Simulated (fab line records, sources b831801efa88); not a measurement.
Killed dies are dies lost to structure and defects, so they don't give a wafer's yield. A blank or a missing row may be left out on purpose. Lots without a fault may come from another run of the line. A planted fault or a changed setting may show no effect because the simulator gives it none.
fab line records | flow sky130
record lots=24 wafers=72 last_day=50
route steps=708 shown LDD_LDN@296 SD_N@350 VIA1@471 METAL2@483
lots that met no fault: from a run of the same line without faults
start_h: hours from the record's first day to the start of the lot's first wafer shown | wait_h: hours since the lot's step before | " the same as in the row above | L1.1+2: a row that stands for several wafers | - no value, or no start given | * or withheld: withheld | < > ~ a bound
route shown NAME@n: a module of which the file shows steps, and the number in the route of the first | usual: mean/standard deviation of fault-free wafers | same: alike in all rows | chamber/n: place in a boat | sites: the reading at each site | _std_site: their standard deviation | _edge_site: outer sites' mean less inner sites' | radius_mm: how far each site lies from the wafer's centre | mask NAME#n: copy n | behind: the tool/chamber that last shaped the wafer | hold: why the lot was held/for how many hours/how that ended | device: the transistor (n, p or np) that didn't switch | end of line: the same wafers' tests at the end of the route | a step without rows: its recipe alone | killed: dies lost to structure and defects at the first sort, not the wafer's yield | map: a wafer's dies, x killed, . not, _ none there
set.NAME: the setting as run; set.NAME@STEP: as run at that earlier step | model.NAME: the simulator's own value behind a step, which no gauge read
steps of the route over a sample of lots; a table a step, a row a wafer
services: from which hour (start_h, from the record's first day; less than 0 if before it) a tool's chamber was out of use, for how many hours, and why
## steps
# step SKY_LDD_LDN_OVL_MEAS_07
# usual LDD_LDN_OVL=0.8/1.3
# columns lot.wafer tool chamber start_h wait_h LDD_LDN_OVL[nm]
L074.2 overlay-01 - 528.19 0.1 0.0
L074.3 " - " " -1.3
L074.4 " - " " -2.5
L075.1 overlay-02 - 541.67 0.1 -0.8
L075.4 " - " " -2.2
L075.5 " - " " -1.0
L076.2 overlay-02 - 544.09 0.1 1.0
L076.3 " - " " 0.6
L076.6 " - " " -0.1
L077.1 overlay-02 - 557.58 0.1 0.3
L077.4 " - " " 0.4
L077.5 " - " " 1.1
L078.1 overlay-02 - 558.23 0.1 -0.6
L078.4 " - " " 1.0
L078.6 " - " " 2.0
L079.2 overlay-02 - 567.82 0.1 1.5
L079.4 " - " " 2.6
L079.6 " - " " 1.6
L080.3 overlay-01 - 577.28 0.1 1.3
L080.5 " - " " 2.0
L080.6 " - " " 1.1
L081.1 overlay-02 - 585.18 0.1 -0.5
L081.3 " - " " -1.3
L081.5 " - " " -1.0
L082.1 overlay-02 - 590.88 0.1 -0.4
L082.3 " - " " 1.0
L082.6 " - " " 1.9
L083.1 overlay-01 - 604.83 0.1 -0.4
L083.2 " - " " -0.2
L083.6 " - " " -2.1
L084.1 overlay-02 - 616.98 0.1 0.4
L084.3 " - " " 1.8
L084.6 " - " " 0.9
L085.1 overlay-01 - 618.83 0.1 1.8
L085.4 " - " " 3.0
L085.6 " - " " 0.6
L086.1 overlay-02 - 635.37 0.1 0.3
L086.3 " - " " 1.2
L086.6 " - " " 1.1
L087.1 overlay-01 - 643.73 0.1 1.8
L087.2 " - " " 3.2
L087.5 " - " " 1.5
L088.2 overlay-02 - 647.63 0.1 0.8
L088.5 " - " " 2.2
L088.6 " - " " 3.5
L091.1 overlay-01 - 662.33 0.1 1.1
L091.2 " - " " 1.4
L091.5 " - " " 2.1
L090.1 overlay-01 - 663.67 0.1 -0.1
L090.2 " - " " 1.3
L090.5 " - " " 1.2
L089.2 overlay-02 - 663.73 0.1 1.0
L089.4 " - " " -0.4
L089.6 " - " " 0.9
L092.1 overlay-01 - 694.33 0.1 1.3
L092.3 " - " " 0.9
L092.6 " - " " 1.2
L093.1 overlay-01 - 696.48 0.1 1.7
L093.3 " - " " 2.3
L093.4 " - " " 2.0
L094.3 overlay-01 - 696.79 0.1 1.1
L094.4 " - " " 0.4
L094.6 " - " " 2.9
L095.4 overlay-02 - 697.90 0.1 0.7
L095.5 " - " " 1.4
L095.6 " - " " 0.8
L096.1 overlay-02 - 701.88 0.1 1.3
L096.2 " - " " 0.9
L096.3 " - " " 1.1
L097.3 overlay-01 - 707.59 0.1 -0.7
L097.5 " - " " -2.1
L097.6 " - " " 0.9
# step SKY_SD_N_OVL_MEAS_08
# usual SD_N_OVL=-1.9/1.3
# columns lot.wafer tool chamber start_h wait_h SD_N_OVL[nm]
L074.2 overlay-01 - 648.19 0.1 -1.9
L074.3 " - " " -1.9
L074.4 " - " " -2.6
L075.1 overlay-02 - 658.59 0.1 -1.2
L075.4 " - " " 0.2
L075.5 " - " " -1.5
L076.2 overlay-02 - 662.59 0.1 0.5
L076.3 " - " " -1.0
L076.6 " - " " -0.8
L077.1 overlay-01 - 673.50 0.1 -2.0
L077.4 " - " " -3.0
L077.5 " - " " -1.8
L078.1 overlay-01 - 675.25 0.1 -2.0
L078.4 " - " " -1.1
L078.6 " - " " -0.6
L079.2 overlay-02 - 684.20 0.1 -2.6
L079.4 " - " " -0.8
L079.6 " - " " -2.2
L080.3 overlay-01 - 692.85 0.1 -2.8
L080.5 " - " " -1.5
L080.6 " - " " -2.7
L081.1 overlay-02 - 699.20 0.1 -1.9
L081.3 " - " " -2.1
L081.5 " - " " -1.2
L082.1 overlay-01 - 704.05 0.1 -2.0
L082.3 " - " " 0.4
L082.6 " - " " -3.4
L083.1 overlay-02 - 717.39 0.1 -1.9
L083.2 " - " " -2.4
L083.6 " - " " -1.9
L084.1 overlay-02 - 727.64 0.1 1.4
L084.3 " - " " 1.1
L084.6 " - " " -1.8
L085.1 overlay-02 - 733.64 0.1 -1.8
L085.4 " - " " -2.1
L085.6 " - " " -3.0
L086.1 overlay-02 - 748.44 0.1 -1.5
L086.3 " - " " -1.6
L086.6 " - " " -0.5
L087.1 overlay-01 - 756.40 0.1 -2.1
L087.2 " - " " -1.5
L087.5 " - " " -0.2
L088.2 overlay-02 - 760.46 0.1 -1.6
L088.5 " - " " -1.7
L088.6 " - " " -1.9
L091.1 overlay-01 - 775.60 0.1 -0.7
L091.2 " - " " -1.7
L091.5 " - " " -1.0
L090.1 overlay-01 - 776.75 0.1 -3.6
L090.2 " - " " -3.2
L090.5 " - " " -2.5
L089.2 overlay-01 - 777.81 0.1 -1.6
L089.4 " - " " -1.5
L089.6 " - " " -2.9
L092.1 overlay-01 - 807.05 0.1 -4.3
L092.3 " - " " -4.0
L092.6 " - " " -3.4
L093.1 overlay-02 - 807.65 0.1 -3.6
L093.3 " - " " -3.4
L093.4 " - " " -3.6
L094.3 overlay-01 - 807.76 0.1 -2.6
L094.4 " - " " -2.4
L094.6 " - " " -1.3
L095.4 overlay-01 - 808.81 0.1 -4.2
L095.5 " - " " -1.9
L095.6 " - " " -1.9
L096.1 overlay-01 - 809.70 0.1 -2.5
L096.2 " - " " -3.1
L096.3 " - " " -1.8
L097.3 overlay-02 - 818.36 0.1 -3.7
L097.5 " - " " -3.3
L097.6 " - " " -2.8
# step SKY_VIA1_OVL_MEAS_13
# usual VIA1_OVL=5/4.6
# columns lot.wafer tool chamber start_h wait_h VIA1_OVL[nm]
L074.2 overlay-02 - 793.96 0.1 2
L074.3 " - " " 3
L074.4 " - " " 2
L075.1 overlay-01 - 802.65 0.1 12
L075.4 " - " " 7
L075.5 " - " " 8
L076.2 overlay-02 - 807.41 0.1 -2
L076.3 " - " " 6
L076.6 " - " " 3
L077.1 overlay-01 - 816.28 0.1 12
L077.4 " - " " 12
L077.5 " - " " 14
L078.1 overlay-02 - 818.05 0.1 7
L078.4 " - " " 8
L078.6 " - " " 7
L079.2 overlay-01 - 825.04 0.1 3
L079.4 " - " " 8
L079.6 " - " " 1
L080.3 overlay-01 - 834.94 0.1 6
L080.5 " - " " 7
L080.6 " - " " 9
L081.1 overlay-01 - 840.43 0.1 4
L081.3 " - " " 1
L081.5 " - " " 11
L082.1 overlay-01 - 848.04 0.1 9
L082.3 " - " " 5
L082.6 " - " " 13
L083.1 overlay-01 - 857.48 0.1 5
L083.2 " - " " 11
L083.6 " - " " -3
L084.1 overlay-01 - 867.14 0.1 9
L084.3 " - " " 4
L084.6 " - " " 4
L085.1 overlay-02 - 874.59 0.1 3
L085.4 " - " " -4
L085.6 " - " " -2
L086.1 overlay-02 - 886.65 0.1 3
L086.3 " - " " 4
L086.6 " - " " 7
L087.1 overlay-02 - 893.95 0.1 -2
L087.2 " - " " 5
L087.5 " - " " -3
L088.2 overlay-02 - 897.99 0.1 5
L088.5 " - " " 6
L088.6 " - " " 6
L091.1 overlay-02 - 916.35 0.1 6
L091.2 " - " " 9
L091.5 " - " " 10
L090.1 overlay-01 - 916.58 0.1 -1
L090.2 " - " " 7
L090.5 " - " " 6
L089.2 overlay-02 - 917.84 0.1 2
L089.4 " - " " 0
L089.6 " - " " 8
L092.1 overlay-02 - 944.49 0.1 11
L092.3 " - " " 0
L092.6 " - " " 4
L093.1 overlay-01 - 945.95 0.1 11
L093.3 " - " " 4
L093.4 " - " " 6
L094.3 overlay-02 - 946.90 0.1 -1
L094.4 " - " " 5
L094.6 " - " " 5
L095.4 overlay-01 - 947.42 0.1 3
L095.5 " - " " 6
L095.6 " - " " 11
L096.1 overlay-01 - 948.85 0.1 0
L096.2 " - " " 2
L096.3 " - " " 6
L097.3 overlay-01 - 954.10 0.1 4
L097.5 " - " " -2
L097.6 " - " " 2
# step SKY_VIA1_THK_MEAS_23
# recipe thk_meas_gauge=xrf reads=W_of_VIA1_CVD_21
# usual VIA1_W_THK=269/6.2
# columns lot.wafer tool chamber start_h wait_h VIA1_W_THK[nm]
L074.2 film_metro-03 - 795.06 0.1 273
L074.3 " - " " 271
L074.4 " - " " 273
L075.1 film_metro-01 - 804.15 0.1 270
L075.4 " - " " 267
L075.5 " - " " 270
L076.2 film_metro-03 - 808.41 0.1 268
L076.3 " - " " 267
L076.6 " - " " 272
L077.1 film_metro-03 - 817.28 0.1 269
L077.4 " - " " 267
L077.5 " - " " 267
L078.1 film_metro-01 - 819.04 0.1 277
L078.4 " - " " 274
L078.6 " - " " 276
L079.2 film_metro-01 - 826.07 0.1 279
L079.4 " - " " 270
L079.6 " - " " 278
L080.3 film_metro-03 - 835.97 0.1 263
L080.5 " - " " 271
L080.6 " - " " 262
L081.1 film_metro-01 - 841.46 0.1 261
L081.3 " - " " 268
L081.5 " - " " 257
L082.1 film_metro-02 - 849.07 0.1 263
L082.3 " - " " 256
L082.6 " - " " 259
L083.1 film_metro-01 - 858.56 0.1 260
L083.2 " - " " 271
L083.6 " - " " 259
L084.1 film_metro-03 - 868.23 0.1 274
L084.3 " - " " 276
L084.6 " - " " 272
L085.1 film_metro-02 - 875.58 0.1 266
L085.4 " - " " 266
L085.6 " - " " 267
L086.1 film_metro-03 - 887.72 0.1 262
L086.3 " - " " 264
L086.6 " - " " 263
L087.1 film_metro-03 - 895.04 0.1 275
L087.2 " - " " 275
L087.5 " - " " 275
L088.2 film_metro-02 - 898.99 0.1 268
L088.5 " - " " 264
L088.6 " - " " 260
L091.1 film_metro-03 - 917.34 0.1 273
L091.2 " - " " 276
L091.5 " - " " 273
L090.1 film_metro-01 - 917.60 0.1 276
L090.2 " - " " 274
L090.5 " - " " 277
L089.2 film_metro-03 - 918.84 0.1 272
L089.4 " - " " 270
L089.6 " - " " 271
L092.1 film_metro-01 - 945.57 0.1 264
L092.3 " - " " 265
L092.6 " - " " 265
L093.1 film_metro-01 - 947.00 0.1 272
L093.3 " - " " 274
L093.4 " - " " 273
L094.3 film_metro-02 - 947.95 0.1 264
L094.4 " - " " 259
L094.6 " - " " 257
L095.4 film_metro-03 - 948.48 0.1 273
L095.5 " - " " 280
L095.6 " - " " 275
L096.1 film_metro-03 - 950.33 0.1 275
L096.2 " - " " 277
L096.3 " - " " 278
L097.3 film_metro-02 - 955.25 0.1 275
L097.5 " - " " 274
L097.6 " - " " 270
# step SKY_METAL2_SPUTTER_00
# recipe material=Ti target_thk_nm=15 power_w=3000 time_s=10 chamber_pressure_pa=0.4
# usual throttle_valve_pct=30.3/1.1
# columns lot.wafer tool chamber start_h wait_h throttle_valve_pct
L074.2 pvd_sputter-03 - 795.41 0.1 31.0
L074.3 " - " " 32.4
L074.4 " - " " 30.1
L075.1 pvd_sputter-03 - 804.51 0.1 32.6
L075.4 " - " " 29.8
L075.5 " - " " 30.0
L076.2 pvd_sputter-03 - 808.76 0.2 32.3
L076.3 " - " " 30.0
L076.6 " - " " 29.9
L077.1 pvd_sputter-04 - 817.64 0.1 30.9
L077.4 " - " " 31.2
L077.5 " - " " 29.1
L078.1 pvd_sputter-04 - 819.40 0.2 31.1
L078.4 " - " " 29.2
L078.6 " - " " 29.2
L079.2 pvd_sputter-02 - 826.42 0.1 30.4
L079.4 " - " " 28.3
L079.6 " - " " 29.2
L080.3 pvd_sputter-03 - 836.31 0.1 30.1
L080.5 " - " " 29.7
L080.6 " - " " 32.6
L081.1 pvd_sputter-03 - 841.82 0.2 32.7
L081.3 " - " " 30.1
L081.5 " - " " 30.2
L082.1 pvd_sputter-02 - 849.43 0.1 29.4
L082.3 " - " " 30.8
L082.6 " - " " 28.7
L083.1 pvd_sputter-02 - 858.92 0.1 30.9
L083.2 " - " " 28.5
L083.6 " - " " 30.6
L084.1 pvd_sputter-03 - 868.59 0.1 30.1
L084.3 " - " " 29.9
L084.6 " - " " 30.5
L085.1 pvd_sputter-03 - 875.94 0.1 30.9
L085.4 " - " " 30.0
L085.6 " - " " 30.8
L086.1 pvd_sputter-03 - 888.08 0.1 29.9
L086.3 " - " " 29.9
L086.6 " - " " 30.1
L087.1 pvd_sputter-04 - 895.40 0.1 29.0
L087.2 " - " " 31.2
L087.5 " - " " 31.2
L088.2 pvd_sputter-04 - 899.34 0.1 29.1
L088.5 " - " " 29.4
L088.6 " - " " 29.0
L091.1 pvd_sputter-02 - 917.70 0.2 28.6
L091.2 " - " " 29.3
L091.5 " - " " 28.5
L090.1 pvd_sputter-03 - 917.96 0.1 32.7
L090.2 " - " " 30.8
L090.5 " - " " 30.1
L089.2 pvd_sputter-04 - 919.19 0.2 31.1
L089.4 " - " " 29.1
L089.6 " - " " 30.8
L092.1 pvd_sputter-02 - 945.93 0.2 30.7
L092.3 " - " " 28.7
L092.6 " - " " 30.8
L093.1 pvd_sputter-04 - 947.36 0.2 30.9
L093.3 " - " " 29.3
L093.4 " - " " 29.2
L094.3 pvd_sputter-03 - 948.29 0.2 30.8
L094.4 " - " " 29.9
L094.6 " - " " 29.9
L095.4 pvd_sputter-04 - 948.81 0.1 31.4
L095.5 " - " " 29.0
L095.6 " - " " 29.1
L096.1 pvd_sputter-03 - 950.69 0.2 30.1
L096.2 " - " " 32.8
L096.3 " - " " 29.7
L097.3 pvd_sputter-04 - 955.59 0.1 31.1
L097.5 " - " " 28.7
L097.6 " - " " 28.9
# step SKY_METAL2_SPUTTER_01
# recipe material=TiN target_thk_nm=20 power_w=6500 time_s=16.7 chamber_pressure_pa=0.4
# usual throttle_valve_pct=30.3/1.1
# columns lot.wafer tool chamber start_h wait_h throttle_valve_pct
L074.2 pvd_sputter-03 - 795.43 0.0 30.7
L074.3 " - " " 32.7
L074.4 " - " " 29.9
L075.1 pvd_sputter-03 - 804.53 0.0 32.5
L075.4 " - " " 30.0
L075.5 " - " " 30.0
L076.2 pvd_sputter-03 - 808.78 0.0 32.5
L076.3 " - " " 29.8
L076.6 " - " " 30.2
L077.1 pvd_sputter-04 - 817.66 0.0 31.0
L077.4 " - " " 31.1
L077.5 " - " " 29.1
L078.1 pvd_sputter-04 - 819.42 0.0 31.3
L078.4 " - " " 29.1
L078.6 " - " " 29.1
L079.2 pvd_sputter-02 - 826.44 0.0 30.7
L079.4 " - " " 28.6
L079.6 " - " " 29.2
L080.3 pvd_sputter-03 - 836.34 0.0 29.9
L080.5 " - " " 30.2
L080.6 " - " " 32.8
L081.1 pvd_sputter-03 - 841.84 0.0 32.4
L081.3 " - " " 30.1
L081.5 " - " " 30.1
L082.1 pvd_sputter-02 - 849.45 0.0 29.4
L082.3 " - " " 30.9
L082.6 " - " " 28.5
L083.1 pvd_sputter-02 - 858.94 0.0 31.1
L083.2 " - " " 28.7
L083.6 " - " " 30.8
L084.1 pvd_sputter-03 - 868.61 0.0 29.9
L084.3 " - " " 30.1
L084.6 " - " " 30.5
L085.1 pvd_sputter-03 - 875.96 0.0 30.8
L085.4 " - " " 29.8
L085.6 " - " " 30.8
L086.1 pvd_sputter-03 - 888.11 0.0 29.8
L086.3 " - " " 29.6
L086.6 " - " " 29.7
L087.1 pvd_sputter-04 - 895.42 0.0 29.0
L087.2 " - " " 31.1
L087.5 " - " " 31.3
L088.2 pvd_sputter-04 - 899.37 0.0 29.1
L088.5 " - " " 29.1
L088.6 " - " " 29.2
L091.1 pvd_sputter-02 - 917.72 0.0 28.7
L091.2 " - " " 29.4
L091.5 " - " " 28.7
L090.1 pvd_sputter-03 - 917.99 0.0 32.5
L090.2 " - " " 30.6
L090.5 " - " " 29.8
L089.2 pvd_sputter-04 - 919.21 0.0 31.1
L089.4 " - " " 29.2
L089.6 " - " " 31.3
L092.1 pvd_sputter-02 - 945.95 0.0 30.4
L092.3 " - " " 28.7
L092.6 " - " " 31.0
L093.1 pvd_sputter-04 - 947.38 0.0 31.0
L093.3 " - " " 29.2
L093.4 " - " " 28.9
L094.3 pvd_sputter-03 - 948.31 0.0 30.6
L094.4 " - " " 30.1
L094.6 " - " " 29.8
L095.4 pvd_sputter-04 - 948.83 0.0 31.1
L095.5 " - " " 29.2
L095.6 " - " " 29.0
L096.1 pvd_sputter-03 - 950.72 0.0 30.0
L096.2 " - " " 32.7
L096.3 " - " " 30.2
L097.3 pvd_sputter-04 - 955.61 0.0 30.9
L097.5 " - " " 29.0
L097.6 " - " " 29.1
## services
# columns tool chamber start_h hours kind
pvd_sputter-03 2 775.98 - consumable_replace:kit
pvd_sputter-03 2 775.98 18.0 scheduled_down
pvd_sputter-03 2 775.98 18.0 vent_cycle
pvd_sputter-04 - 857.41 3.3 repair
pvd_sputter-03 1 868.73 - consumable_replace:kit
pvd_sputter-03 1 868.73 18.0 scheduled_down
pvd_sputter-03 1 868.73 18.0 vent_cycle
pvd_sputter-03 - 905.08 4.4 repair
pvd_sputter-03 - 922.13 2.1 repair
pvd_sputter-04 - 937.91 3.2 repair
pvd_sputter-02 3 946.07 - consumable_replace:kit
pvd_sputter-02 3 946.07 18.0 scheduled_down
pvd_sputter-02 3 946.07 18.0 vent_cycle
## key
fault none
